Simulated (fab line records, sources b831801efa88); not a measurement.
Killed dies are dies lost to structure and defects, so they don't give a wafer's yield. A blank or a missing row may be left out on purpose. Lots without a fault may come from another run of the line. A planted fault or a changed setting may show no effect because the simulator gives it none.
fab line records | flow sky130
record lots=5 wafers=14 last_day=50
route steps=708 shown METAL5@671 PASSIVATION@681 PAD_OPEN@694
lots that met no fault: from a run of the same line without faults
start_h: hours from the record's first day to the start of the lot's first wafer shown | wait_h: hours since the lot's step before | " the same as in the row above | L1.1+2: a row that stands for several wafers | - no value, or no start given | * or withheld: withheld | < > ~ a bound
route shown NAME@n: a module of which the file shows steps, and the number in the route of the first | usual: mean/standard deviation of fault-free wafers | same: alike in all rows | chamber/n: place in a boat | sites: the reading at each site | _std_site: their standard deviation | _edge_site: outer sites' mean less inner sites' | radius_mm: how far each site lies from the wafer's centre | mask NAME#n: copy n | behind: the tool/chamber that last shaped the wafer | hold: why the lot was held/for how many hours/how that ended | device: the transistor (n, p or np) that didn't switch | end of line: the same wafers' tests at the end of the route | a step without rows: its recipe alone | killed: dies lost to structure and defects at the first sort, not the wafer's yield | map: a wafer's dies, x killed, . not, _ none there
set.NAME: the setting as run; set.NAME@STEP: as run at that earlier step | model.NAME: the simulator's own value behind a step, which no gauge read
lots at some steps of the route; a table a step, a row a wafer
services: from which hour (start_h, from the record's first day; less than 0 if before it) a tool's chamber was out of use, for how many hours, and why
## steps
# step SKY_METAL5_SOFTBAKE_10
# recipe temp_c=90 time_s=60 resist=NOVOLAK
# step SKY_METAL5_EXPOSE_11
# recipe mask_id=MM5 na=0.6 source_shape=conventional sigma_outer=0.6 polarization=unpolarized target_cd_nm=1600 dose_mj=190
# step SKY_METAL5_PEB_12
# recipe temp_c=withheld time_s=* resist=NOVOLAK
# step SKY_METAL5_DEVELOP_13
# recipe resist=NOVOLAK developer=TMAH develop_time_s=60 dev_temp_c=23
# step SKY_METAL5_DESCUM_14
# recipe chemistry=O2 source_power_w=150 bias_power_w=0 pressure_mtorr=10 temp_c=40 time_s=11
# usual drypump_motor_current_A=5.61/0.27 oes_product_au=1.003/0.01
# columns lot.wafer tool chamber start_h wait_h drypump_motor_current_A oes_product_au rf_hours_counter_h
L323.1 rie_metal-01 1 1090.17 0.1 5.87 1.019 22
L323.2 " 0 " " 5.74 1.021 19
L323.3 " 0 " " 5.73 1.016 -
L324.1 rie_metal-01 0 1091.77 0.1 5.68 1.011 20
L324.3 " 1 " " 5.85 1.009 -
L324.5 " 1 " " 5.83 1.014 -
L325.2 rie_metal-02 1 1096.71 0.1 5.47 1.005 23
L325.4 " 0 " " 6.00 0.999 -
L325.6 " 1 " " 5.49 1.002 -
L336.4 rie_metal-04 1 1174.67 0.1 5.20 0.986 -
L336.5 " 0 " " 5.45 1.007 -
L337.2 rie_metal-01 1 1174.92 0.1 5.87 0.998 1
L337.3 " 0 " " 5.71 1.003 -
L337.6 " 0 " " 5.70 1.008 -
# step SKY_METAL5_METAL_ETCH_15
# recipe target_depth_a=12600 stop_on=SiO2 over_etch_frac=0.2 time_s=252 chemistry=Cl2/BCl3 resist_sidewall_deg=86 pressure_mtorr=10 icp_w=900 bias_w=48.5 Cl2_flow_sccm=60 bcl3_flow_sccm=30
# usual drypump_motor_current_A=5.61/0.27 oes_product_au=0.893/0.005 throttle_valve_pct=22.262/0.0085
# same over_etch_frac=0.2
# columns lot.wafer tool chamber start_h wait_h drypump_motor_current_A oes_product_au rf_hours_counter_h throttle_valve_pct
L323.1 rie_metal-01 1 1090.20 0.0 5.85 0.895 23 22.260
L323.2 " 0 " " 5.73 0.887 19 22.244
L323.3 " 0 " " 5.71 0.898 - 22.270
L324.1 rie_metal-01 0 1091.80 0.0 5.71 0.884 20 22.266
L324.3 " 1 " " 5.86 0.894 - 22.266
L324.5 " 1 " " 5.86 0.893 - 22.270
L325.2 rie_metal-02 1 1096.74 0.0 5.49 0.894 23 22.250
L325.4 " 0 " " 6.07 0.890 - 22.260
L325.6 " 1 " " 5.46 0.890 - 22.257
L336.4 rie_metal-04 1 1174.77 0.1 5.20 0.890 - 22.268
L336.5 " 0 " " 5.48 0.895 - 22.268
L337.2 rie_metal-01 1 1174.95 0.0 5.86 0.895 1 22.259
L337.3 " 0 " " 5.72 0.899 - 22.254
L337.6 " 0 " " 5.72 0.888 - 22.252
# step SKY_METAL5_STRIP_16
# recipe chemistry=O2/N2 power_w=1400 pressure_mtorr=1500 platen_temp_c=withheld o2_flow_sccm=3000 n2_flow_sccm=300 overash_fraction=0.5
# step SKY_METAL5_STRIP_17
# recipe chemistry=post_etch_residue_remover time_s=1200 temp_c=72.5
# step SKY_METAL5_CLEAN_18
# recipe chemistry=IPA time_s=180 temp_c=25
# step SKY_METAL5_CLEAN_19
# recipe chemistry=O3/DIW dry=n2_spin
# step SKY_PASSIVATION_CVD_00
# recipe material=SiO2 target_thk_nm=90 temp_c=400 time_s=withheld rf_w=600
# step SKY_PASSIVATION_THK_MEAS_01
# recipe reads=SiO2_of_PASSIVATION_CVD_00
# usual PASSIVATION_CVD_00_THK=89.8/1.2
# columns lot.wafer tool chamber start_h wait_h PASSIVATION_CVD_00_THK[nm]
L323.1 film_metro-03 - 1091.12 - 87.3
L323.2 " - " " 87.0
L323.3 " - " " 88.0
L324.1 film_metro-03 - 1092.65 - 88.9
L324.3 " - " " 90.7
L324.5 " - " " 92.0
L325.2 film_metro-03 - 1097.64 - 89.0
L325.4 " - " " 90.4
L325.6 " - " " 91.2
L336.4 film_metro-03 - 1175.62 - 91.1
L336.5 " - " " 89.0
L337.2 film_metro-04 - 1175.97 - 86.8
L337.3 " - " " 88.8
L337.6 " - " " 88.5
# step SKY_PASSIVATION_CVD_02
# recipe material=Si3N4 target_thk_nm=540 temp_c=400 time_s=withheld rf_w=450
# usual heater_power_w=719/87
# columns lot.wafer tool chamber start_h wait_h heater_power_w model.Si3N4_of_PASSIVATION_CVD_02.thk_nm
L323.1 pecvd-02 0 1091.18 0.1 727 526.3
L323.2 " 2 " " 873 545.6
L323.3 " 1 " " 670 538.1
L324.1 pecvd-03 0 1092.71 0.1 671 537.9
L324.3 " 0 " " 723 545.3
L324.5 " 2 " " 576 543.8
L325.2 pecvd-03 0 1097.69 0.0 808 539.8
L325.4 " 2 " " 655 546.5
L325.6 " 2 " " 693 550.4
L336.4 pecvd-02 2 1175.77 0.1 902 557.9
L336.5 " 1 " " 656 560.3
L337.2 pecvd-04 0 1176.02 0.0 671 536.7
L337.3 " 0 " " 680 547
L337.6 " 2 " " 796 542.1
# step SKY_PASSIVATION_THK_MEAS_03
# recipe reads=Si3N4_of_PASSIVATION_CVD_02
# usual PASSIVATION_CVD_02_THK=542/6.7
# columns lot.wafer tool chamber start_h wait_h PASSIVATION_CVD_02_THK[nm]
L323.1 film_metro-03 - 1091.40 - 526
L323.2 " - " " 546
L323.3 " - " " 538
L324.1 film_metro-02 - 1093.05 - 538
L324.3 " - " " 545
L324.5 " - " " 544
L325.2 film_metro-04 - 1098.06 - 540
L325.4 " - " " 546
L325.6 " - " " 550
L336.4 film_metro-03 - 1175.91 - 558
L336.5 " - " " 560
L337.2 film_metro-02 - 1176.36 - 537
L337.3 " - " " 548
L337.6 " - " " 542
# step SKY_PASSIVATION_DEHYDRATE_04
# recipe temp_c=200 time_s=60
# step SKY_PASSIVATION_HMDS_05
# recipe prime_time_s=60 prime_temp_c=120
# step SKY_PASSIVATION_COAT_06
# recipe spin_rpm=2000 resist_thk_nm=3000
# step SKY_PASSIVATION_SOFTBAKE_07
# recipe temp_c=110 time_s=withheld
# step SKY_PASSIVATION_EXPOSE_08
# recipe mask_id=NSM target_cd_nm=3000 na=0.57 dose_mj=260
# step SKY_PASSIVATION_PEB_09
# recipe temp_c=115 time_s=withheld
# step SKY_PASSIVATION_DEVELOP_10
# recipe develop_time_s=60 dev_temp_c=23
# step SKY_PASSIVATION_ETCH_11
# recipe chemistry=CF4/O2 target_depth_nm=725 stop_on=AlCu source_w=800 bias_w=150 pressure_mtorr=150 cf4_flow_sccm=80 O2_flow_sccm=10 time_s=161.1
# usual drypump_motor_current_A=5.6/0.53 oes_product_au=0.980/0.007 throttle_valve_pct=5.964/0.0094
# columns lot.wafer tool chamber start_h wait_h drypump_motor_current_A oes_product_au rf_hours_counter_h throttle_valve_pct
L323.1 rie_diel-03 0 1111.32 - 6.7 0.966 8 5.967
L323.2 " 2 " " 5.6 0.980 26 5.966
L323.3 " 1 " " 5.2 0.981 12 5.961
L324.1 rie_diel-01 3 1113.47 - 5.4 0.967 22 5.962
L324.3 " 1 " " 4.6 0.985 15 5.957
L324.5 " 2 " " 5.8 0.985 - 5.965
L325.2 rie_diel-01 3 1117.61 - 5.4 0.973 22 5.944
L325.4 " 0 " " 5.6 0.990 28 5.978
L325.6 " 0 " " 5.6 0.989 - 5.978
L336.4 rie_diel-01 3 1191.96 - 5.4 0.988 25 5.972
L336.5 " 2 " " 5.9 0.993 - 5.978
L337.2 rie_diel-04 0 1192.31 - 5.8 0.972 13 5.972
L337.3 " 3 " " 5.3 0.983 16 5.966
L337.6 " 0 " " 5.8 0.971 - 5.953
# step SKY_PASSIVATION_STRIP_12
# recipe chemistry=O2/N2 power_w=1400 pressure_mtorr=1500 platen_temp_c=withheld overash_fraction=0.7 o2_flow_sccm=3000 n2_flow_sccm=300
# usual drypump_motor_current_A=5.22/0.17 oes_product_au=0.661/0.0048 strip_time_to_endpoint_s=31.48/0.13
# same overash_fraction=0.7
# columns lot.wafer tool chamber start_h wait_h drypump_motor_current_A oes_product_au rf_hours_counter_h strip_time_to_endpoint_s
L323.1 plasma_asher-02 1 1111.43 0.1 5.40 0.660 4 31.64
L323.2 " 0 " " 5.06 0.665 4 31.45
L323.3 " 0 " " 5.06 0.663 - 31.34
L324.1 plasma_asher-03 1 1113.58 0.1 5.19 0.662 66 31.49
L324.3 " 0 " " 5.40 0.658 - 31.56
L324.5 " 1 " " 5.18 0.659 - 31.30
L325.2 plasma_asher-02 0 1117.72 0.1 5.05 0.658 5 31.62
L325.4 " 1 " " 5.39 0.662 - 31.42
L325.6 " 0 " " 5.05 0.654 - 31.42
L336.4 plasma_asher-03 0 1192.10 0.1 5.38 0.661 - 31.59
L336.5 " 1 " " 5.19 0.664 - 31.31
L337.2 plasma_asher-04 1 1192.42 0.1 5.19 0.656 45 31.48
L337.3 " 1 " " 5.19 0.658 - 31.51
L337.6 " 0 " " 4.91 0.666 - 31.47
# step SKY_PAD_OPEN_DEHYDRATE_00
# recipe temp_c=200 time_s=60
# step SKY_PAD_OPEN_HMDS_01
# recipe prime_time_s=60 prime_temp_c=120
# step SKY_PAD_OPEN_COAT_02
# recipe spin_rpm=2000 resist_thk_nm=3000
# step SKY_PAD_OPEN_SOFTBAKE_03
# recipe temp_c=110 time_s=withheld
# step SKY_PAD_OPEN_EXPOSE_04
# recipe mask_id=PDM target_cd_nm=60000 na=0.57 dose_mj=260
# step SKY_PAD_OPEN_PEB_05
# recipe temp_c=115 time_s=withheld
# step SKY_PAD_OPEN_DEVELOP_06
# recipe develop_time_s=60 dev_temp_c=23
# step SKY_PAD_OPEN_ETCH_07
# recipe chemistry=CF4/O2 target_depth_nm=725 stop_on=AlCu source_w=800 bias_w=150 pressure_mtorr=150 cf4_flow_sccm=80 O2_flow_sccm=10 time_s=161.1
# step SKY_PAD_OPEN_STRIP_08
# recipe chemistry=O2/N2 power_w=1400 pressure_mtorr=1500 platen_temp_c=withheld overash_fraction=0.7 o2_flow_sccm=3000 n2_flow_sccm=300
# usual drypump_motor_current_A=5.2/0.35 oes_product_au=0.663/0.0046
# same overash_fraction=0.7
# columns lot.wafer tool chamber start_h wait_h drypump_motor_current_A oes_product_au rf_hours_counter_h
L323.1 plasma_asher-01 1 1130.97 0.1 4.7 0.666 99
L323.2 " 0 " " 5.9 0.663 99
L323.3 " 1 " " 4.7 0.669 -
L324.1 plasma_asher-03 0 1133.17 0.1 5.4 0.667 67
L324.3 " 1 " " 5.2 0.653 -
L324.5 " 1 " " 5.2 0.665 -
L325.2 plasma_asher-01 1 1137.13 0.1 4.7 0.657 100
L325.4 " 1 " " 4.6 0.665 -
L325.6 " 0 " " 5.9 0.669 -
L336.4 plasma_asher-01 0 1206.41 0.0 5.9 0.673 -
L336.5 " 1 " " 4.7 0.666 -
L337.2 plasma_asher-04 1 1206.73 0.1 5.2 0.667 46
L337.3 " 0 " " 4.9 0.668 -
L337.6 " 1 " " 5.2 0.664 -
# step SKY_PAD_OPEN_STRIP_09
# recipe chemistry=post_etch_residue_remover time_s=1200 temp_c=72.5
# columns lot.wafer tool chamber start_h wait_h model.Si3N4_of_PASSIVATION_CVD_02.thk_nm
L323.1 wet_bench-01 3 1131.07 0.1 525.9
L323.2 " 3 " " 545.2
L323.3 " 3 " " 537.8
L324.1 wet_bench-01 0 1133.27 0.1 537.5
L324.3 " 0 " " 544.9
L324.5 " 0 " " 543.5
L325.2 wet_bench-01 2 1137.33 0.2 539.4
L325.4 " 2 " " 546.2
L325.6 " 2 " " 550
L336.4 wet_bench-01 0 1206.48 0.0 557.5
L336.5 " 0 " " 559.9
L337.2 wet_bench-01 1 1206.83 0.1 536.3
L337.3 " 1 " " 546.6
L337.6 " 1 " " 541.8
# step SKY_PAD_OPEN_CLEAN_10
# recipe chemistry=IPA time_s=180 temp_c=25
# step SKY_PAD_OPEN_PROBE_99
# usual defect_limited_yield=82.3/1.8 killed_at_M0_to_M3=43/6 killed_at_M4_up=3.2/1.9 killed_at_contacts=25/5.4 killed_at_front_end=15/4.5 killed_at_other=0.3/0.59 killed_dies=87/8.7 killed_on_rim=17/3.5 killed_open=47/6.7 killed_short=39/5.7 sort_bin_3_pad_short=0.9/0.43 sort_bin_5_function=10.4/1.4 sort_bin_6_memory=6.4/1.2 sort_n_pass=405/8.7 sort_yield_pct=82.3/1.8
# same gross_dies=492 killed_at_back_side=0 sort_bin_4_leakage[%]=0 sort_bin_8_speed[%]=0
# columns lot.wafer tool chamber start_h wait_h defect_limited_yield[%] killed_at_M0_to_M3 killed_at_M4_up killed_at_contacts killed_at_front_end killed_at_other killed_dies killed_on_rim killed_open killed_short sort_bin_3_pad_short[%] sort_bin_5_function[%] sort_bin_6_memory[%] sort_n_pass sort_yield_pct[%]
L323.1 prober-02 - 1133.24 0.1 81.5 45 7 24 14 1 91 20 56 35 0.4 10.6 7.5 401 81.5
L323.2 prober-02 - 1133.29 0.1 79.5 50 3 19 29 0 101 16 58 43 0.6 11.4 8.5 391 79.5
L323.3 prober-02 - 1133.34 0.2 80.9 47 2 30 15 0 94 20 49 45 1.4 9.3 8.3 398 80.9
L324.1 prober-01 - 1135.41 0.1 82.7 41 2 27 15 0 85 19 42 43 0.8 9.6 6.9 407 82.7
L324.3 prober-01 - 1135.51 0.2 83.7 35 4 23 18 0 80 9 42 38 0.4 10.8 5.1 412 83.7
L324.5 prober-01 - 1135.61 0.2 81.3 44 3 34 11 0 92 15 42 50 0.8 12.4 5.5 400 81.3
L325.4 prober-02 - 1140.21 0.2 83.1 44 1 27 11 0 83 15 49 33 0.4 9.8 6.7 409 83.1
L336.4 prober-01 - 1208.74 0.2 82.5 40 1 31 14 0 86 12 54 32 0.8 9.6 7.1 406 82.5
L336.5 prober-01 - 1208.79 0.2 78.9 52 1 36 14 1 104 21 50 54 1.6 11.4 8.1 388 78.9
L337.3 prober-02 - 1209.04 0.2 79.5 67 3 18 13 0 101 23 56 45 0.8 11.8 7.9 391 79.5
L337.6 prober-02 - 1209.19 0.2 82.5 48 4 20 14 0 86 21 42 44 1.0 9.8 6.7 406 82.5
# killed by level:class
L323.1 VIA1:geometric_particle:open=15 LI_CONTACT:geometric_particle:open=8 CONTACT:geometric_particle:open=8 VIA2:geometric_particle:open=8 VIA3:geometric_particle:open=7 METAL1:geometric_particle:short=5 METAL4:geometric_particle:short=5 FIELD_ISO:geometric_particle:short=4
L323.2 VIA1:geometric_particle:open=9 VIA2:geometric_particle:open=9 FIELD_ISO:geometric_particle:short=8 LI_CONTACT:geometric_particle:open=7 CONTACT:geometric_particle:open=7 METAL2:geometric_particle:short=7 VIA3:geometric_particle:open=7 FIELD_ISO:geometric_particle:open=6
L323.3 VIA2:geometric_particle:open=10 LI_CONTACT:geometric_particle:open=8 METAL1:geometric_particle:short=8 VIA1:geometric_particle:open=8 LOCAL_INTERCONNECT:geometric_particle:short=7 CONTACT:geometric_particle:open=6 CONTACT:geometric_particle:short=6 FIELD_ISO:geometric_particle:open=4
L324.1 LI_CONTACT:geometric_particle:open=9 CONTACT:geometric_particle:open=8 VIA2:geometric_particle:short=6 VIA1:geometric_particle:short=6 VIA3:geometric_particle:short=6 VIA3:geometric_particle:open=6 CONTACT:geometric_particle:short=5 VIA1:geometric_particle:open=5
L324.3 CONTACT:geometric_particle:open=9 POLY_GATE:geometric_particle:short=7 VIA2:geometric_particle:open=7 VIA1:geometric_particle:open=6 VIA3:geometric_particle:open=6 FIELD_ISO:geometric_particle:open=4 METAL4:geometric_particle:short=4 LI_CONTACT:geometric_particle:open=4
L324.5 LI_CONTACT:geometric_particle:open=10 LOCAL_INTERCONNECT:geometric_particle:short=9 VIA1:geometric_particle:open=8 METAL1:geometric_particle:short=8 VIA1:geometric_particle:short=8 VIA3:geometric_particle:open=7 CONTACT:geometric_particle:open=6 CONTACT:geometric_particle:short=6
L325.4 VIA1:geometric_particle:open=13 LI_CONTACT:geometric_particle:open=8 CONTACT:geometric_particle:open=8 METAL1:geometric_particle:short=7 VIA3:geometric_particle:open=7 VIA2:geometric_particle:open=6 FIELD_ISO:geometric_particle:short=5 LOCAL_INTERCONNECT:geometric_particle:short=5
L336.4 CONTACT:geometric_particle:open=13 VIA1:geometric_particle:open=12 LI_CONTACT:geometric_particle:open=8 VIA1:geometric_particle:short=8 FIELD_ISO:geometric_particle:short=4 POLY_GATE:geometric_particle:open=4 LOCAL_INTERCONNECT:geometric_particle:short=4 VIA2:geometric_particle:open=4
L336.5 METAL2:geometric_particle:short=12 LI_CONTACT:geometric_particle:open=11 CONTACT:geometric_particle:open=11 VIA3:geometric_particle:open=8 VIA1:geometric_particle:open=7 LOCAL_INTERCONNECT:geometric_particle:short=6 METAL3:geometric_particle:short=5 CONTACT:geometric_particle:short=5
L337.3 VIA1:geometric_particle:open=15 METAL1:geometric_particle:short=12 VIA1:geometric_particle:short=9 VIA2:geometric_particle:open=9 VIA3:geometric_particle:open=7 CONTACT:geometric_particle:open=6 LI_CONTACT:geometric_particle:open=6 METAL2:geometric_particle:short=5
L337.6 VIA1:geometric_particle:open=10 VIA3:geometric_particle:open=7 METAL1:geometric_particle:short=6 VIA2:geometric_particle:open=6 VIA2:geometric_particle:short=6 POLY_GATE:geometric_particle:short=5 LI_CONTACT:geometric_particle:open=5 LOCAL_INTERCONNECT:geometric_particle:short=5
## services
# columns tool chamber start_h hours kind
rie_diel-01 2 1066.52 3.4 repair
rie_diel-03 3 1068.70 7.0 repair
rie_diel-03 0 1080.12 2.6 repair
pecvd-03 1 1090.73 9.1 repair
plasma_asher-03 - 1124.44 2.9 repair
rie_diel-04 1 1134.87 22.6 repair
rie_metal-01 1 1140.15 - clean
rie_metal-01 1 1140.15 - consumable_replace:focus_ring
rie_metal-01 1 1140.15 25.7 scheduled_down
rie_metal-01 1 1140.15 25.7 vent_cycle
plasma_asher-04 - 1157.19 3.5 repair
pecvd-03 - 1159.24 0.8 repair
rie_metal-02 1 1160.21 - clean
rie_metal-02 1 1160.21 - consumable_replace:focus_ring
rie_metal-02 1 1160.21 23.3 scheduled_down
rie_metal-02 1 1160.21 23.3 vent_cycle
pecvd-03 2 1161.26 18.4 repair
rie_diel-04 3 1172.31 3.5 repair
rie_diel-04 2 1172.81 6.0 repair
pecvd-04 1 1174.65 11.5 repair
plasma_asher-03 - 1177.98 6.4 repair
rie_diel-01 - 1188.71 2.8 pm
pecvd-03 2 1200.38 5.5 scheduled_down
rie_diel-01 0 1200.68 8.2 repair
## key
first_sign step=SKY_PASSIVATION_THK_MEAS_03 reading=PASSIVATION_CVD_02_THK direction=up sigmas=2.6 usual=542 struck=559
effect none on later readings
model_effect step=SKY_PASSIVATION_CVD_02 value=Si3N4_of_PASSIVATION_CVD_02.thk_nm without=542.8 struck=559.1
model_effect step=SKY_PAD_OPEN_STRIP_09 value=Si3N4_of_PASSIVATION_CVD_02.thk_nm without=542.4 struck=558.7
met_at SKY_PASSIVATION_CVD_02
struck_wafers L336.4,L336.5
onset_between 1091.18 1175.77
also_fits SKY_METAL5_DESCUM_14:rie_metal-04,SKY_METAL5_METAL_ETCH_15:rie_metal-04
fault kind=process_parameter_drift tool=pecvd-02 chamber=- onset_h=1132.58 steps=SKY_PASSIVATION_CVD_02 channel=time_s offset=withheld shape=step end_h=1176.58 scope=struck_wafers_only acts_in=*
